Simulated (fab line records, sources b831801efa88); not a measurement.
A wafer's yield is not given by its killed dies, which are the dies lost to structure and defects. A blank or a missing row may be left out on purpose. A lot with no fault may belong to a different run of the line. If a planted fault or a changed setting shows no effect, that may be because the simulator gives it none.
Problem report in the 8D (eight disciplines) form, filled by code	flow sky130	the parts of the form that need people (team, actions taken, sign-off) are left out

## 1. PROBLEM STATEMENT
VIA3_W_RS at SKY_VIA3_RS_MEAS_22 reads a mean of 0.255 ohm/sq on 5 wafers of 3 lots; wafers without a fault read 0.293 ohm/sq with a standard deviation of 0.0042. Relative to the usual mean, that is a shift of -9.0 standard deviations.
The step: measures by four-point-probe.
First seen on wafer L895.4, day 43 02:03, on film metro-01. The record has a number at this step for 31 wafers belonging to 11 lots. The rule behind "out" and "out of limits": a value lying over 4 standard deviations away from the usual mean. The other wafers with a number count as sound.

## 2. WHAT IT IS, AND WHAT IT ISN'T
question	is	is not
which readings at this step	VIA3_W_RS	-
which lots	L895, L898, L899	L884, L886, L889, L892, L896, L904, L906, L907
which wafers of those lots	L895.4, L898.2, L898.4, L899.2, L899.4	L895.1, L895.5
read on which gauges	film metro-01, film metro-04	film metro-02
when	from day 43 02:03	up to then (17 sound wafers); but 9 sound wafers of L904, L906, L907 came after

## 3. SUSPECTS, AND WHAT RULES EACH OUT
Counting: if a tool at a process step up to the reading ran every lot that is out, it stays a suspect. Sound lots after the first of them don't rule it out here, since some wafers of a struck lot are sound.
- ruled out: the gauge at SKY_VIA3_RS_MEAS_22. Those wafers that are out were read across 2 gauges (film metro-01, film metro-04).
- cvd w-02 at SKY_VIA3_CVD_21 (deposits W, target thk 390 nm, time 117.31 s): kept. Every lot that is out went through it, the first being L895 (day 43 01:56); the last sound lot it ran before that was L892 (day 42 05:05).
The count leaves cvd w-02 at SKY_VIA3_CVD_21.

## 4. THE CAUSE (what the simulator had put in)
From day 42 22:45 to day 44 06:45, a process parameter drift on cvd w-02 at SKY_VIA3_CVD_21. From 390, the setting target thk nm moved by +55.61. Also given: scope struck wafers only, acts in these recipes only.
Counting left only this tool.

## 5. SEQUENCE OF EFFECTS, ordered by route
One row per reading whose mean, taken over the struck wafers that have a number, lies over 3 standard deviations from the usual. Readings are gone through only where the record gives a usual standard deviation; hours: the median, over the lots, of the time from a lot's start at the first step in this table giving one to that lot's start at this step; sigmas: the change measured in usual standard deviations.
hours	step	reading	usual	on struck wafers	change	sigmas
0	SKY_VIA3_RS_MEAS_22	VIA3_W_RS	0.293 ohm/sq	0.255	-0.038	-9.0
0	SKY_VIA3_THK_MEAS_23	VIA3_W_THK	385 nm	440	+55	+9.5
0	SKY_VIA3_CMP_24	time to endpoint s	93 s	108	+15	+4.9
Here are the process steps it includes:
- SKY_VIA3_CMP_24: polishes, stops on SiO2, t overpolish 20 s, target thk 0 nm.

## 6. HOW IT WOULD HAVE BEEN CAUGHT EARLIER
3 hours passed between the start of the fault at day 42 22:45 and the first reading out of limits at a measuring or inspecting step in this record, taken at day 43 02:03.
No tool reading at SKY_VIA3_CVD_21 that has a usual standard deviation in the record was out on any struck wafer, so an alarm limit of 4 standard deviations on those readings would not have fired.
Among the 3 lots that are out, L898, L899 began SKY_VIA3_CVD_21 on cvd w-02 after day 43 02:03. A hold on the tool at that time would have spared those 2.
